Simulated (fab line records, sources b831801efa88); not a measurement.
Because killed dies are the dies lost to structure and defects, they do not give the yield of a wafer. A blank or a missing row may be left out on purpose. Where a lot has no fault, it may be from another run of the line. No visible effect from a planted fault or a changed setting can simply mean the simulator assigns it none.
2 desks, one fault / flow sky130 / every desk sees just its own numbers, and what lay behind them comes last

== FROM THE METROLOGY DESK ==
Lot by lot, what the gauges showed, no matter which tool ran the lot: averages of those sampled wafers that carry a number. If a lot's mean is further than 4 standard deviations from the usual mean, the lot is out of limits and carries the mark OUT (the distance appears in the brackets).
Columns: A = SD_N_TW at SKY_SD_N_TW_MEAS_12, usual 3982
lot=L348; first seen here=day 28 16:47; A=3963
lot=L351; first seen here=day 29 18:41; A=3977
lot=L353; first seen here=day 30 12:14; A=4010
lot=L354; first seen here=day 30 18:19; A=3980
lot=L355; first seen here=day 31 00:53; A=4007
lot=L356; first seen here=day 31 10:53; A=3965
lot=L357; first seen here=day 31 21:07; A=3964
lot=L358; first seen here=day 32 05:25; A=4003
lot=L359; first seen here=day 32 10:11; A=4001
lot=L364; first seen here=day 33 18:13; A=3990
lot=L366; first seen here=day 34 17:51; A=3972
This desk found nothing out of limits on any of the 11 lots.

== FOR THE TOOL OWNER'S DESK: rie si-01 ==
The tool's own readings at SKY_POLY_GATE_ETCH_17 (etches poly-Si in HBr/Cl2, stops on SiO2, target depth 180 nm, time 70.5 s): means of the sampled wafers that have a number, for each lot that ran on this tool. If a lot's mean is further than 4 standard deviations from the usual mean, the lot is out of limits and carries the mark OUT (the distance appears in the brackets).
Columns: A = HBr_flow_sccm at SKY_POLY_GATE_ETCH_17, usual 150.1 sccm; B = bias w at SKY_POLY_GATE_ETCH_17, usual 99.98 W; C = drypump motor current A at SKY_POLY_GATE_ETCH_17, usual 5.9 A; D = oes product au at SKY_POLY_GATE_ETCH_17, usual 0.989 a.u.; E = throttle valve pct at SKY_POLY_GATE_ETCH_17, usual 33.683 %
lot=L353; first seen here=day 19 01:13; A=150.2; B=100.19; C=5.7; D=0.985; E=33.687
lot=L356; first seen here=day 20 04:22; A=150.5; B=99.93; C=5.8; D=0.992; E=33.687
lot=L358; first seen here=day 21 00:52; A=150.2; B=99.87; C=5.8; D=0.979; E=33.681
lot=L366; first seen here=day 23 21:34; A=150.3; B=106.27 (+24) OUT; C=5.7; D=0.997; E=33.673
Finding of this desk: L366 out of limits; the first was L366 at day 23 21:34, on bias w at SKY_POLY_GATE_ETCH_17. Within limits: L353, L356, L358.

== ALL TOGETHER ==
The tool owner's desk had the chance to raise an alarm at day 23 21:34 on L366.
Nothing out of limits was seen by the metrology desk.
The metrology desk holds a record of L366, inside its limits.
Every lot named ran SKY_POLY_GATE_ETCH_17 on rie si-01.

== WHAT THE SIMULATOR HAD PUT IN ==
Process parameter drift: rie si-01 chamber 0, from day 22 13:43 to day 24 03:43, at SKY_POLY_GATE_ETCH_17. Setting bias w, moved by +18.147, from 100. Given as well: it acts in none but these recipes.
Lots struck among those shown: L366.
Time in hours from fault onset to the first out-of-limits reading at each desk: the tool owner's desk, 32.
